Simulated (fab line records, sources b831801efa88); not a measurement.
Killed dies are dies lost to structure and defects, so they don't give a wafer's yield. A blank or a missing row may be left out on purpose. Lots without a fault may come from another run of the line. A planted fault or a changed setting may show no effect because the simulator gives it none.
A struck lot beside a sound one | flow sfq_line | 21 steps out of a route of 325
Sound: wafers L935.1, L935.2, L935.4. Struck: wafers L936.2, L936.3, L936.5. The cause comes at the end.
At each step with rows: each side's tool, then ch and its chambers, then its first start. Under that, the readings that differ: sound wafers | struck wafers | difference of the means | sigmas: that difference in standard deviations of wafers without a fault.
alike: readings whose means differ by less than 2 such deviations, and words and numbers that are the same on both sides. not compared: withheld readings, readings that some wafer has no value for, bounds like >300 that may hide the same value, and numbers for which the record gives no deviation and whose values overlap.
The two part at a step that has a row with sigmas, a row that says differs or no value, or rows on one side only. Numbers that don't overlap but have no deviation are shown without sigmas and don't part them. A reading that every wafer of one side lacks parts them only if that side has two wafers or more.

first, 6 steps without rows for these wafers: SFQ_TRILAYER_L0_LITHO_COAT_010 (resist thk 62 nm); SFQ_TRILAYER_L0_LITHO_COAT_005 (resist thk 600 nm); SFQ_TRILAYER_L0_LITHO_SOFTBAKE_009; SFQ_TRILAYER_L0_LITHO_EXPOSE_006 (exposes mask L0, target cd 2000 nm); SFQ_TRILAYER_L0_LITHO_PEB_008 (peb time 60 s); SFQ_TRILAYER_L0_LITHO_DEVELOP_007 (time 60 s).
SFQ_TRILAYER_L0_BARC_OPEN_METAL_ETCH_010: etches BARC in O2, target depth 125 nm, time 41.7 s.
  sound on rie_metal-01 ch 0,1, day 7 18:21; struck on rie_metal-03 ch 0,1, day 7 21:57
  alike: drypump_motor_current_A, oes_product_au
  not compared: rf_hours_counter_h
SFQ_TRILAYER_L0_ETCH_METAL_ETCH_008: etches MoNx KI in SF6/O2, stops on SiO2, target depth 50 nm, time 25 s.
  sound on rie_metal-01 ch 0,1, day 7 18:25; struck on rie_metal-03 ch 0,1, day 7 22:01
  alike: drypump_motor_current_A, oes_product_au
  not compared: rf_hours_counter_h
SFQ_TRILAYER_L0_STRIP_STRIP_009: strips in O2.
  sound on rie_metal-01 ch 0,1, day 7 18:27; struck on rie_metal-03 ch 0,1, day 7 22:03
  alike: drypump_motor_current_A, oes_product_au
  not compared: rf_hours_counter_h
then, 1 step without rows for these wafers: SFQ_TRILAYER_L0_STRIP_SOLV_CLEAN_010 (cleans in NMP, time 600 s).
SFQ_TRILAYER_L0_CAP_PECVD_011: deposits SiO2 from SiH4/N2O, time 13.333 s, target thk 60 nm.
  sound on pecvd-03 ch 0,2, day 7 19:14; struck on pecvd-02 ch 1,2, day 7 22:50
  alike: chamber_pressure_Torr, heater_power_w, susceptor_temp_C, throttle_valve_pct
then, 1 step without rows for these wafers: SFQ_TRILAYER_L0_VIA_LITHO_COAT_018 (resist thk 62 nm).
SFQ_TRILAYER_L0_VIA_LITHO_COAT_013: resist thk 650 nm.
  sound on litho_track-04 ch 0, day 7 19:43; struck on litho_track-01 ch 0, day 7 23:12
  reading                                                 | sound                | struck               | difference | sigmas
  spin_speed_rpm (rpm)                                    | 3002.2 3000.5 2999.5 | 2898.1 2897.1 2895.2 | -103.9     | -55
  model.KrF_of_TRILAYER_L0_VIA_LITHO_COAT_013.thk_nm (nm) | 654.5 653 650.7      | 662.5 662.7 660.7    | +9.2       |
then, 4 steps without rows for these wafers: SFQ_TRILAYER_L0_VIA_LITHO_SOFTBAKE_017; SFQ_TRILAYER_L0_VIA_LITHO_EXPOSE_014 (exposes mask L0V, target cd 700 nm); SFQ_TRILAYER_L0_VIA_LITHO_PEB_016 (peb time 60 s); SFQ_TRILAYER_L0_VIA_LITHO_DEVELOP_015 (time 60 s).
SFQ_L0V_OVL_MEAS_903:
  sound on overlay-01, day 9 15:49; struck on overlay-01, day 9 19:25
  alike: L0V_OVL
SFQ_TRILAYER_L0_VIA_BARC_OPEN_VIA_ETCH_021: etches BARC in O2, target depth 125 nm, time 41.7 s.
  sound on rie_diel-04 ch 0,2,3, day 9 15:50; struck on rie_diel-03 ch 0,2, day 9 19:26
  alike: drypump_motor_current_A, oes_product_au
  not compared: rf_hours_counter_h
SFQ_TRILAYER_L0_VIA_ETCH_VIA_ETCH_016: etches SiO2 in CHF3, stops on MoNx KI, target depth 80 nm.
  sound on rie_diel-04 ch 0,2,3, day 9 15:53; struck on rie_diel-03 ch 0,2, day 9 19:29
  reading                                                 | sound             | struck            | difference | sigmas
  model.KrF_of_TRILAYER_L0_VIA_LITHO_COAT_013.thk_nm (nm) | 564.5 563.7 561.2 | 573.2 572.1 570.9 | +8.9       |
  alike: drypump_motor_current_A, oes_product_au
then, 1 step without rows for these wafers: SFQ_TRILAYER_L0_VIA_STRIP_STRIP_017 (strips in O2).

WHERE THEY PART
Only at SFQ_TRILAYER_L0_VIA_LITHO_COAT_013, within this record. Later steps at which nothing parts them and some readings are alike: SFQ_L0V_OVL_MEAS_903, SFQ_TRILAYER_L0_VIA_BARC_OPEN_VIA_ETCH_021, SFQ_TRILAYER_L0_VIA_ETCH_VIA_ETCH_016.

WHY: what the simulator had put in
Process parameter drift: litho_track-01, from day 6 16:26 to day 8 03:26, at SFQ_TRILAYER_L0_VIA_LITHO_COAT_013. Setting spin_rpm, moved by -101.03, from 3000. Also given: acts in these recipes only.
